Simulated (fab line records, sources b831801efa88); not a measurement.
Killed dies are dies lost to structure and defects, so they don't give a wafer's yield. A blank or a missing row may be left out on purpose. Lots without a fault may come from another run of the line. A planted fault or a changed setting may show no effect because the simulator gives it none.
A struck lot beside a sound one | flow sky130 | 18 steps out of a route of 708
Sound: wafers L432.1, L432.2, L432.6. Struck: wafers L431.1, L431.3, L431.6. The cause comes at the end.
At each step with rows: each side's tool, then ch and its chambers, then its first start. Under that, the readings that differ: sound wafers | struck wafers | difference of the means | sigmas: that difference in standard deviations of wafers without a fault.
alike: readings whose means differ by less than 2 such deviations, and words and numbers that are the same on both sides. not compared: withheld readings, readings that some wafer has no value for, bounds like >300 that may hide the same value, and numbers for which the record gives no deviation and whose values overlap.
The two part at a step that has a row with sigmas, a row that says differs or no value, or rows on one side only. Numbers that don't overlap but have no deviation are shown without sigmas and don't part them. A reading that every wafer of one side lacks parts them only if that side has two wafers or more.

first, 4 steps without rows for these wafers: SKY_LDD_HVP_SOFTBAKE_03 (time 60 s); SKY_LDD_HVP_EXPOSE_04 (exposes mask HVPTM, target cd 700 nm); SKY_LDD_HVP_PEB_05; SKY_LDD_HVP_DEVELOP_06 (develop time 60 s).
SKY_LDD_HVP_OVL_MEAS_07:
  sound on overlay-01, day 27 22:40; struck on overlay-02, day 27 15:10
  alike: LDD_HVP_OVL
then, 1 step without rows for these wafers: SKY_LDD_HVP_IMPLANT_08.
SKY_LDD_HVP_STRIP_09: strips in O2/N2.
  sound on plasma_asher-04 ch 0,1, day 27 22:51; struck on plasma_asher-03 ch 0,1, day 27 15:21
  alike: chamber_pressure_mTorr, drypump_motor_current_A, oes_product_au, strip_time_to_endpoint_s
  not compared: rf_hours_counter_h
SKY_LDD_HVP_TW_MEAS_10:
  sound on film_metro-01, day 27 22:57; struck on film_metro-02, day 27 15:27
  alike: LDD_HVP_TW
then, 4 steps without rows for these wafers: SKY_LDD_LDN_DEHYDRATE_00 (time 60 s); SKY_LDD_LDN_HMDS_01 (prime time 60 s); SKY_LDD_LDN_COAT_02 (resist thk 1140 nm); SKY_LDD_LDN_SOFTBAKE_03 (time 60 s).
SKY_LDD_LDN_EXPOSE_04: exposes mask LDNTM, target cd 700 nm.
  sound on iline_stepper-02 ch 0, day 28 12:42; struck on iline_stepper-01 ch 0, day 28 05:41
  reading                         | sound             | struck               | difference | sigmas
  model.LDD_LDN.overlay_x_nm (nm) | 1.914 1.914 1.914 | -52.54 -52.54 -52.54 | -54.45     |
  alike: mask
then, 2 steps without rows for these wafers: SKY_LDD_LDN_PEB_05; SKY_LDD_LDN_DEVELOP_06 (develop time 60 s).
SKY_LDD_LDN_OVL_MEAS_07:
  sound on overlay-01, day 29 03:04; struck on overlay-01, day 28 19:46
  reading          | sound         | struck            | difference | sigmas
  LDD_LDN_OVL (nm) | 0.7 -1.0 -0.8 | -52.6 -52.0 -51.7 | -51.7      | -43
then, 1 step without rows for these wafers: SKY_LDD_LDN_IMPLANT_08.
-- the record jumps here: 21 days lie between the struck wafers' starts before and after (it left off in module LDD_LDN and takes up again in module PAD_OPEN, whose first step shown is number 708 of the route) --
SKY_PAD_OPEN_PROBE_99:
  sound on prober-01, day 50 02:40; struck on prober-02, day 50 01:03
  alike: killed_at_M0_to_M3, killed_at_M4_up, killed_at_contacts, killed_at_front_end, killed_at_other, killed_dies, killed_on_rim, killed_open, killed_short

WHERE THEY PART
Only at SKY_LDD_LDN_OVL_MEAS_07, within this record. Later steps at which nothing parts them and some readings are alike: SKY_PAD_OPEN_PROBE_99.

WHY: what the simulator had put in
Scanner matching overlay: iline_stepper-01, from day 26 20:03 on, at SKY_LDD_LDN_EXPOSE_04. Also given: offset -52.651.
